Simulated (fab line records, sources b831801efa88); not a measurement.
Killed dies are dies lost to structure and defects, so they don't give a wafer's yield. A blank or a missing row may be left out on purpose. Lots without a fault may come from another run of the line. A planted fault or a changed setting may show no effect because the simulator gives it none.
fab line records | flow gf180mcu | part 2 of 2: steps 28 to 39 of 39
record lots=5 wafers=15 last_day=34
route steps=602 shown POLY_GATE@165 HV_LDD@176
lots that met no fault: from a run of the same line without faults
start_h: hours from the record's first day to the start of the lot's first wafer shown | wait_h: hours since the lot's step before | " the same as in the row above | L1.1+2: a row that stands for several wafers | - no value, or no start given | * or withheld: withheld | < > ~ a bound
route shown NAME@n: a module of which the file shows steps, and the number in the route of the first | usual: mean/standard deviation of fault-free wafers | same: alike in all rows | chamber/n: place in a boat | sites: the reading at each site | _std_site: their standard deviation | _edge_site: outer sites' mean less inner sites' | radius_mm: how far each site lies from the wafer's centre | mask NAME#n: copy n | behind: the tool/chamber that last shaped the wafer | hold: why the lot was held/for how many hours/how that ended | device: the transistor (n, p or np) that didn't switch | end of line: the same wafers' tests at the end of the route | a step without rows: its recipe alone | killed: dies lost to structure and defects at the first sort, not the wafer's yield | map: a wafer's dies, x killed, . not, _ none there
set.NAME: the setting as run; set.NAME@STEP: as run at that earlier step | model.NAME: the simulator's own value behind a step, which no gauge read
lots at some steps of the route; a table a step, a row a wafer
services: from which hour (start_h, from the record's first day; less than 0 if before it) a tool's chamber was out of use, for how many hours, and why
## steps
# step GF_HV_LDD_EXPOSE_16
# recipe mask_id=Pplus_LV_AREA target_cd_nm=400 na=0.6 source_shape=conventional sigma_outer=0.6 dose_mj=140
# usual reticle_temp_C=23.01/0.098
# same sigma_outer=0.6
# columns lot.wafer tool chamber start_h wait_h mask reticle_temp_C
L079.4 iline_stepper-01 0 - - Pplus_LV_AREA#0 23.01
L079.5 " 0 " " Pplus_LV_AREA#0 23.16
L079.6 " 0 " " Pplus_LV_AREA#0 23.01
L081.2 iline_stepper-01 0 - - Pplus_LV_AREA#0 22.96
L081.3 " 0 " " Pplus_LV_AREA#0 23.04
L081.5 " 0 " " Pplus_LV_AREA#0 23.05
L088.2 iline_stepper-02 0 - - Pplus_LV_AREA#0 22.99
L088.4 " 0 " " Pplus_LV_AREA#0 22.84
L088.5 " 0 " " Pplus_LV_AREA#0 23.04
L090.1 iline_stepper-02 0 - - Pplus_LV_AREA#0 23.06
L090.3 " 0 " " Pplus_LV_AREA#0 23.02
L090.5 " 0 " " Pplus_LV_AREA#0 22.92
L097.2 iline_stepper-01 0 - - Pplus_LV_AREA#0 23.03
L097.4 " 0 " " Pplus_LV_AREA#0 22.91
L097.6 " 0 " " Pplus_LV_AREA#0 23.14
# step GF_HV_LDD_PEB_17
# recipe temp_c=withheld time_s=* resist=NOVOLAK
# same time_s=*
# columns lot.wafer tool chamber start_h wait_h
L079.4+5+6 litho_track-04 0 - -
L081.2+3+5 litho_track-04 0 - -
L088.2+4+5 litho_track-01 0 - -
L090.1+3+5 litho_track-01 0 - -
L097.2+4+6 litho_track-04 0 - -
# step GF_HV_LDD_DEVELOP_18
# recipe develop_time_s=60 dev_temp_c=23
# columns lot.wafer tool chamber start_h wait_h
L079.4+5+6 litho_track-04 0 271.73 0.1
L081.2+3+5 litho_track-04 0 287.98 0.1
L088.2+4+5 litho_track-01 0 345.50 0.1
L090.1+3+5 litho_track-01 0 355.92 0.1
L097.2+4+6 litho_track-04 0 410.08 0.1
# step GF_HV_LDD_CD_MEAS_19
# recipe target_cd_nm=400
# usual cd_nm=399.7/1.9
# columns lot.wafer tool chamber start_h wait_h cd_nm
L079.4 cd_sem-01 - 271.87 0.1 401.1
L079.5 " - " " 398.0
L079.6 " - " " 397.9
L081.2 cd_sem-01 - 288.13 0.1 397.3
L081.3 " - " " 398.1
L081.5 " - " " 396.4
L088.2 cd_sem-01 - 345.64 0.1 400.1
L088.4 " - " " 398.6
L088.5 " - " " 400.4
L090.1 cd_sem-01 - 356.10 0.1 400.8
L090.3 " - " " 400.3
L090.5 " - " " 402.0
L097.2 cd_sem-01 - 410.23 0.1 402.1
L097.4 " - " " 403.1
L097.6 " - " " 399.9
# step GF_HV_LDD_OVL_MEAS_20
# usual HV_LDD_01_OVL=-0.5/1.3
# columns lot.wafer tool chamber start_h wait_h HV_LDD_01_OVL[nm]
L079.4 overlay-02 - 271.95 0.1 1.4
L079.5 " - " " -1.5
L079.6 " - " " 0.9
L081.2 overlay-01 - 288.24 0.1 -1.5
L081.3 " - " " -1.0
L081.5 " - " " -1.7
L088.2 overlay-02 - 345.75 0.1 1.1
L088.4 " - " " -0.5
L088.5 " - " " -0.9
L090.1 overlay-02 - 356.22 0.1 1.6
L090.3 " - " " 0.3
L090.5 " - " " 0.8
L097.2 overlay-01 - 410.33 0.1 -1.7
L097.4 " - " " -1.9
L097.6 " - " " -2.1
# step GF_HV_LDD_IMPLANT_21
# recipe species=BF2 energy_kev=25 dose_cm2=5e+13 tilt_deg=7
# usual faraday_current_uA=282/5.3
# columns lot.wafer tool chamber start_h wait_h faraday_current_uA
L079.4 implanter-02 0 272.04 0.1 280
L079.5 " 0 " " 290
L079.6 " 0 " " 278
L081.2 implanter-03 0 288.29 0.0 277
L081.3 " 0 " " 278
L081.5 " 0 " " 276
L088.2 implanter-02 0 345.81 0.0 281
L088.4 " 0 " " 277
L088.5 " 0 " " 283
L090.1 implanter-01 0 356.25 0.0 288
L090.3 " 0 " " 284
L090.5 " 0 " " 285
L097.2 implanter-02 0 410.39 0.0 279
L097.4 " 0 " " 283
L097.6 " 0 " " 284
# step GF_HV_LDD_STRIP_22
# recipe chemistry=O2/N2 power_w=1400 pressure_mtorr=1500 platen_temp_c=250 o2_flow_sccm=3000 n2_flow_sccm=300 overash_fraction=0.5
# usual drypump_motor_current_A=6.0/0.56 heater_power_w=329/30 n2_flow_sccm=300.0/0.83 oes_product_au=0.716/0.0051 strip_time_to_endpoint_s=12.63/0.042
# columns lot.wafer tool chamber start_h wait_h drypump_motor_current_A heater_power_w n2_flow_sccm oes_product_au rf_hours_counter_h strip_time_to_endpoint_s
L079.4 plasma_asher-03 1 272.15 0.1 6.6 373 300.2 0.721 - 12.58
L079.5 " 0 " " 6.6 310 301.7 0.710 - 12.58
L079.6 " 1 " " 6.6 367 301.0 0.713 - 12.64
L081.2 plasma_asher-02 1 288.42 0.1 5.9 313 299.8 0.717 63 12.70
L081.3 " 1 " " 5.9 314 299.2 0.720 - 12.73
L081.5 " 1 " " 5.9 309 300.1 0.723 - 12.71
L088.2 plasma_asher-04 0 345.93 0.1 5.6 317 299.8 0.717 61 12.66
L088.4 " 1 " " 5.2 283 298.7 0.720 - 12.65
L088.5 " 0 " " 5.6 331 300.8 0.717 - 12.62
L090.1 plasma_asher-04 1 356.40 0.1 5.2 290 298.8 0.717 63 12.60
L090.3 " 1 " " 5.2 293 299.8 0.719 - 12.60
L090.5 " 0 " " 5.7 323 301.1 0.718 - 12.61
L097.2 plasma_asher-02 0 410.51 0.1 5.8 373 298.0 0.710 65 12.59
L097.4 " 0 " " 5.7 399 298.1 0.714 - 12.57
L097.6 " 0 " " 5.7 379 299.7 0.716 - 12.62
# step GF_HV_LDD_TW_MEAS_23
# usual HV_LDD_2_TW=1055/9.2
# columns lot.wafer tool chamber start_h wait_h HV_LDD_2_TW
L079.4 film_metro-04 - 272.25 0.1 1050
L079.5 " - " " 1047
L079.6 " - " " 1044
L081.2 film_metro-02 - 288.53 0.1 1046
L081.3 " - " " 1048
L081.5 " - " " 1047
L088.2 film_metro-03 - 346.04 0.1 1051
L088.4 " - " " 1057
L088.5 " - " " 1060
L090.1 film_metro-03 - 356.50 0.1 1061
L090.3 " - " " 1058
L090.5 " - " " 1053
L097.2 film_metro-04 - 410.62 0.1 1053
L097.4 " - " " 1056
L097.6 " - " " 1049
# step GF_HV_LDD_DEHYDRATE_24
# recipe temp_c=200 time_s=60
# same time_s=60
# columns lot.wafer tool chamber start_h wait_h
L079.4+5+6 litho_track-04 0 281.58 9.3
L081.2+3+5 litho_track-01 0 297.80 9.3
L088.2+4+5 litho_track-03 0 356.00 10.0
L090.1+3+5 litho_track-03 0 367.23 10.7
L097.2+4+6 litho_track-04 0 422.03 11.4
# step GF_HV_LDD_HMDS_25
# recipe prime_time_s=60 prime_temp_c=120
# columns lot.wafer tool chamber start_h wait_h
L079.4+5+6 litho_track-04 0 281.73 0.1
L081.2+3+5 litho_track-01 0 297.95 0.1
L088.2+4+5 litho_track-03 0 356.15 0.1
L090.1+3+5 litho_track-03 0 367.38 0.1
L097.2+4+6 litho_track-04 0 422.18 0.1
# step GF_HV_LDD_COAT_26
# recipe resist=NOVOLAK spin_rpm=3000 resist_thk_nm=1000
# usual dispense_pressure_kPa=51/3.3
# columns lot.wafer tool chamber start_h wait_h dispense_pressure_kPa
L079.4 litho_track-04 0 281.88 0.1 47
L079.5 " 0 " " 47
L079.6 " 0 " " 47
L081.2 litho_track-01 0 298.10 0.1 52
L081.3 " 0 " " 52
L081.5 " 0 " " 52
L088.2 litho_track-03 0 356.30 0.1 56
L088.4 " 0 " " 56
L088.5 " 0 " " 56
L090.1 litho_track-03 0 367.53 0.1 56
L090.3 " 0 " " 56
L090.5 " 0 " " 56
L097.2 litho_track-04 0 422.33 0.1 47
L097.4 " 0 " " 47
L097.6 " 0 " " 47
# step GF_HV_LDD_SOFTBAKE_27
# recipe temp_c=90 time_s=60 resist=NOVOLAK
# same time_s=60
# columns lot.wafer tool chamber start_h wait_h
L079.4+5+6 litho_track-04 0 282.03 0.1
L081.2+3+5 litho_track-01 0 298.25 0.1
L088.2+4+5 litho_track-03 0 356.45 0.1
L090.1+3+5 litho_track-03 0 367.68 0.1
L097.2+4+6 litho_track-04 0 422.48 0.1
## services
# columns tool chamber start_h hours kind
furnace-01 - 212.53 2.7 pm
rie_si-02 - 212.87 0.7 repair
rie_si-02 2 217.88 5.1 repair
furnace-02 - 219.32 4.0 pm
wet_bench-03 - 219.63 1.9 pm
wet_bench-01 - 220.05 0.7 repair
iline_stepper-01 - 225.82 1.7 pm
furnace-02 - 228.06 3.1 pm
furnace-02 - 249.13 17.2 repair
iline_stepper-02 - 249.36 1.7 pm
plasma_asher-01 - 267.88 6.8 repair
furnace-01 - 270.02 3.5 pm
plasma_asher-04 - 271.22 2.1 repair
implanter-02 - 286.34 3.9 repair
rie_diel-03 2 294.06 1.2 repair
implanter-03 - 310.67 0.6 repair
iline_stepper-01 - 317.27 2.1 pm
rie_diel-03 - 325.74 2.8 pm
iline_stepper-01 - 333.82 2.6 repair
rie_diel-03 0 349.42 4.4 repair
rie_diel-03 2 354.82 4.3 repair
plasma_asher-04 - 357.53 0.8 repair
rie_si-02 - 361.59 0.1 repair
plasma_asher-01 - 418.37 1.2 repair
